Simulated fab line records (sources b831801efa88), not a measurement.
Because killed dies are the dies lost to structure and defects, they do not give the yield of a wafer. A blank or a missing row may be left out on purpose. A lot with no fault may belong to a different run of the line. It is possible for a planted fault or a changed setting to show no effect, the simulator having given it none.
Chamber matching -- flow gf180mcu -- 4 sister chambers for GF_V5_CMP_04 on cmp-02
The step polishes SiO2. 8 wafers are shown with their chamber, then 12 later ones without.

== WAFERS WITH THEIR CHAMBER ==
wafer,chamber,motor_current_A (A)
L257.2,3,12.5
L257.5,3,12.1
L259.1,1,14.6
L260.1,2,14.0
L260.5,0,12.8
L262.1,2,14.1
L262.2,0,11.9
L262.4,1,13.7

== WAFERS WITH NO CHAMBER GIVEN ==
wafer,motor_current_A (A)
L265.2,12.5
L265.4,12.2
L265.6,12.1
L271.1,12.5
L271.2,12.1
L271.5,14.0
L272.1,12.7
L272.2,13.6
L272.4,14.2
L274.2,13.9
L274.3,11.5
L274.4,13.9

== EACH ONE'S CHAMBER ==
wafer,from the rows above,in truth
L265.2,can't be placed: 0 or 3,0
L265.4,can't be placed: 3 or 0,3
L265.6,can't be placed: 3 or 0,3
L271.1,can't be placed: 0 or 3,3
L271.2,can't be placed: 3 or 0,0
L271.5,can't be placed: 2 or 1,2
L272.1,can't be placed: 0 or 3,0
L272.2,can't be placed: 2 or 1 or 0 or 3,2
L272.4,can't be placed: 1 or 2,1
L274.2,can't be placed: 2 or 1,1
L274.3,can't be placed: 3 or 0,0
L274.4,can't be placed: 2 or 1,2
0 of 12 placed correctly. From these rows, 12 cannot be placed; in 12 the true chamber is one of the candidates. Placed wrongly: 0.
How it was worked out, from the rows above alone: a wafer's distance from a chamber is the root of the sum, over the readings, of the square of ((its reading less the chamber's mean) divided by the reading's scatter). If the next closest chamber is less than 2 further off than the closest, the wafer can't be placed; otherwise it belongs to the closest. For every chamber, the mean is computed from those of its wafers that are shown. How the scatter is found: for the shown wafers, subtract from each reading the mean of its chamber, square and add these, divide the total by (wafers less chambers), then take the root.
